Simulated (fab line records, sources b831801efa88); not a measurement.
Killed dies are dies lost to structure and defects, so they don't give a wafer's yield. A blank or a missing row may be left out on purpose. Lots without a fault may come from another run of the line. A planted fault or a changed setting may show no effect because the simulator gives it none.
Which tool did it? | flow gf180mcu | 15 lots, 45 wafers sampled, at 4 steps of a route of 602

WHAT THE GAUGES READ, wafer by wafer
GF_POLY_GATE_OVL_MEAS_11. Usual: POLY_GATE_OVL -4 nm, standard deviation 5.7.
lot  | measured     | on         | POLY_GATE_OVL (nm) | flag
L417 | day 8 23:31  | overlay-01 | -8 -4 -6           |
L420 | day 10 05:58 | overlay-02 | 11 0 5             |
L421 | day 10 12:02 | overlay-01 | -3 -3 -11          |
L422 | day 10 16:20 | overlay-01 | -1 -12 -8          |
L424 | day 11 09:55 | overlay-02 | -2 3 6             |
L430 | day 13 07:04 | overlay-02 | -4 -5 -13          |
L431 | day 13 12:59 | overlay-02 | -1 -15 -1          |
L432 | day 13 19:07 | overlay-01 | -11 -9 -5          |
L433 | day 13 21:20 | overlay-02 | -6 -3 -3           |
L434 | day 14 14:11 | overlay-02 | -9 -13 -7          |
L435 | day 14 23:55 | overlay-02 | 5 -5 -3            |
L437 | day 15 09:06 | overlay-01 | 9 -1 6             |
L438 | day 15 14:25 | overlay-02 | -6 -6 5            |
L439 | day 15 17:52 | overlay-01 | -2 -6 -8           |
L440 | day 15 23:10 | overlay-02 | -4 1 -8            |

GF_CONTACT_CD_MEAS_14: target cd 220 nm. Usual: cd_nm 219.6 nm, standard deviation 1.4.
lot  | measured     | on        | cd_nm (nm)        | flag
L417 | day 15 17:11 | cd_sem-02 | 219.5 218.1 219.8 |
L420 | day 17 10:20 | cd_sem-01 | 217.5 217.3 218.2 |
L421 | day 17 17:22 | cd_sem-01 | 218.2 219.4 219.1 |
L422 | day 18 01:07 | cd_sem-02 | 218.5 218.0 218.5 |
L424 | day 18 21:10 | cd_sem-02 | 221.4 220.8 221.0 |
L433 | day 21 22:06 | cd_sem-02 | 217.6 219.1 217.5 |
L434 | day 22 13:28 | cd_sem-01 | 216.4 217.9 217.9 |
L435 | day 23 03:43 | cd_sem-02 | 220.4 219.1 218.7 |
L437 | day 23 14:14 | cd_sem-01 | 220.1 219.5 220.3 |
L438 | day 23 19:37 | cd_sem-02 | 221.1 220.6 220.7 |
L439 | day 23 22:55 | cd_sem-01 | 221.9 221.8 222.9 |
L440 | day 24 03:17 | cd_sem-02 | 218.4 219.9 219.2 |

WHICH TOOL RAN EACH LOT (tool, then ch and the chambers of the sampled wafers, then the start)
lot  | GF_HV_LDD_STRIP_10                   | GF_HV_LDD_EXPOSE_43
L417 | plasma_asher-01 ch 0,1, day 9 17:43  | iline_stepper-01 ch 0, day 11 15:40
L420 | plasma_asher-04 ch 0,1, day 11 02:27 | iline_stepper-01 ch 0, day 13 03:01
L421 | plasma_asher-04 ch 0,1, day 11 08:32 | iline_stepper-01 ch 0, day 13 09:40
L422 | plasma_asher-01 ch 0,1, day 11 14:13 | iline_stepper-02 ch 0, day 13 16:46
L424 | plasma_asher-03 ch 0,1, day 12 07:54 | iline_stepper-01 ch 0, day 14 11:17
L430 | plasma_asher-01 ch 0,1, day 14 05:45 | iline_stepper-01, day 16 13:34
L431 | plasma_asher-04 ch 0,1, day 14 11:17 | iline_stepper-01, day 16 17:55
L432 | plasma_asher-03 ch 0,1, day 14 18:54 | iline_stepper-02, day 17 02:29
L433 | plasma_asher-03 ch 0,1, day 14 19:54 | iline_stepper-02 ch 0, day 17 03:13
L434 | plasma_asher-03 ch 0,1, day 15 12:52 | iline_stepper-01 ch 0, day 17 21:34
L435 | plasma_asher-04 ch 1, day 16 00:21   | iline_stepper-01 ch 0, day 18 09:29
L437 | plasma_asher-01 ch 0,1, day 16 10:33 | iline_stepper-02 ch 0, day 18 21:37
L438 | plasma_asher-03 ch 0,1, day 16 16:03 | iline_stepper-02 ch 0, day 19 04:03
L439 | plasma_asher-04 ch 0,1, day 16 20:26 | iline_stepper-02 ch 0, day 19 07:30
L440 | plasma_asher-01 ch 0,1, day 16 23:40 | iline_stepper-02 ch 0, day 19 11:20
- GF_HV_LDD_STRIP_10: strips in O2/N2.
- GF_HV_LDD_EXPOSE_43: exposes mask Pplus HV AREA, target cd 400 nm.

WHAT THE TOOLS THEMSELVES READ (means of the sampled wafers that have a number; where no wafer has one, the mark that the record gives instead)
GF_HV_LDD_STRIP_10. Usual: drypump_motor_current_A 5.9 A, standard deviation 0.48; heater_power_w 336 W, standard deviation 33; n2_flow_sccm 300.0 sccm, standard deviation 0.93; oes_product_au 0.716 a.u., standard deviation 0.0047; platen_temp_c 249.96 C, standard deviation 0.19; strip_time_to_endpoint_s 12.63 s, standard deviation 0.038.
lot  | tool            | drypump_motor_current_A (A) | heater_power_w (W) | n2_flow_sccm (sccm) | oes_product_au (a.u.) | platen_temp_c (C) | strip_time_to_endpoint_s (s) | flag
L417 | plasma_asher-01 | 5.9                         | 321                | 300.4               | 0.715                 | 250.00            | 12.64                        |
L420 | plasma_asher-04 | 5.3                         | 319                | 300.5               | 0.712                 | 249.92            | 12.57                        |
L421 | plasma_asher-04 | 5.3                         | 320                | 300.8               | 0.713                 | 249.84            | 12.66                        |
L422 | plasma_asher-01 | 5.7                         | 347                | 299.9               | 0.711                 | 250.04            | 12.60                        |
L424 | plasma_asher-03 | 6.5                         | 354                | 298.7               | 0.712                 | 250.01            | 12.64                        |
L430 | plasma_asher-01 | 5.9                         | 319                | 300.5               | 0.719                 | 250.06            | 12.62                        |
L431 | plasma_asher-04 | 5.4                         | 320                | 300.2               | 0.717                 | 249.90            | 12.63                        |
L432 | plasma_asher-03 | 6.5                         | 361                | 299.9               | 0.717                 | 249.91            | 12.61                        |
L433 | plasma_asher-03 | 6.2                         | 364                | 300.4               | 0.710                 | 249.82            | 12.65                        |
L434 | plasma_asher-03 | 6.2                         | 354                | 299.2               | 0.718                 | 250.00            | 12.68                        |
L435 | plasma_asher-04 | 5.6                         | 302                | 299.5               | 0.712                 | 249.99            | 12.69                        |
L437 | plasma_asher-01 | 5.9                         | 319                | 300.3               | 0.713                 | 250.15            | 12.64                        |
L438 | plasma_asher-03 | 6.5                         | 358                | 299.6               | 0.715                 | 249.80            | 12.68                        |
L439 | plasma_asher-04 | 5.4                         | 318                | 299.1               | 0.714                 | 250.09            | 12.65                        |
L440 | plasma_asher-01 | 5.7                         | 343                | 300.2               | 0.717                 | 249.88            | 12.61                        |

GF_HV_LDD_EXPOSE_43. Usual: exposure_dose_mJ_cm2 139.97, standard deviation 0.14; focus_offset_nm 0.0 nm, standard deviation 0.49; stage_vel_mm_s 500.01 mm/s, standard deviation 0.26.
lot  | tool             | exposure_dose_mJ_cm2 | focus_offset_nm (nm) | stage_vel_mm_s (mm/s) | flag
L417 | iline_stepper-01 | 140.04               | -0.2                 | 499.82                |
L420 | iline_stepper-01 | 139.84               | 0.6                  | 500.10                |
L421 | iline_stepper-01 | 139.91               | 0.2                  | 499.86                |
L422 | iline_stepper-02 | 139.81               | -0.1                 | 500.10                |
L424 | iline_stepper-01 | 139.90               | 0.8                  | 499.87                |
L430 | iline_stepper-01 | -                    | -                    | -                     | OFF
L431 | iline_stepper-01 | -                    | -                    | -                     | OFF
L432 | iline_stepper-02 | -                    | -                    | -                     | OFF
L433 | iline_stepper-02 | 139.96               | 0.4                  | 500.43                |
L434 | iline_stepper-01 | 140.11               | -0.2                 | 499.77                |
L435 | iline_stepper-01 | 139.99               | -0.2                 | 499.74                |
L437 | iline_stepper-02 | 139.93               | 0.1                  | 500.03                |
L438 | iline_stepper-02 | 140.01               | 0.4                  | 499.94                |
L439 | iline_stepper-02 | 139.94               | 0.0                  | 500.03                |
L440 | iline_stepper-02 | 140.09               | -0.2                 | 500.01                |

THE ANSWER, worked out from the rows above alone
Rule: a lot is off if the mean of its wafers that have a number lies more than 3 standard deviations from the usual mean. A lot without any number at a reading at which 4 lots or more have one is off too. The other lots that the step has rows for count as sound. The gauges are gone through in route order, then the tools' own readings, and for those a lot's mean is taken as printed above. The first step at which some lot is off is used, and at that step the reading that is off furthest; a lot without a number counts as furthest.
Off: L430, L431, L432, at GF_HV_LDD_EXPOSE_43 (exposure_dose_mJ_cm2). Without a number there: L430, L431, L432.
A tool fits if, at that step or a process step before it, it ran every lot that is off, and no sound lot after the first of them. None of those tried fits.

WHAT THE SIMULATOR HAD PUT IN
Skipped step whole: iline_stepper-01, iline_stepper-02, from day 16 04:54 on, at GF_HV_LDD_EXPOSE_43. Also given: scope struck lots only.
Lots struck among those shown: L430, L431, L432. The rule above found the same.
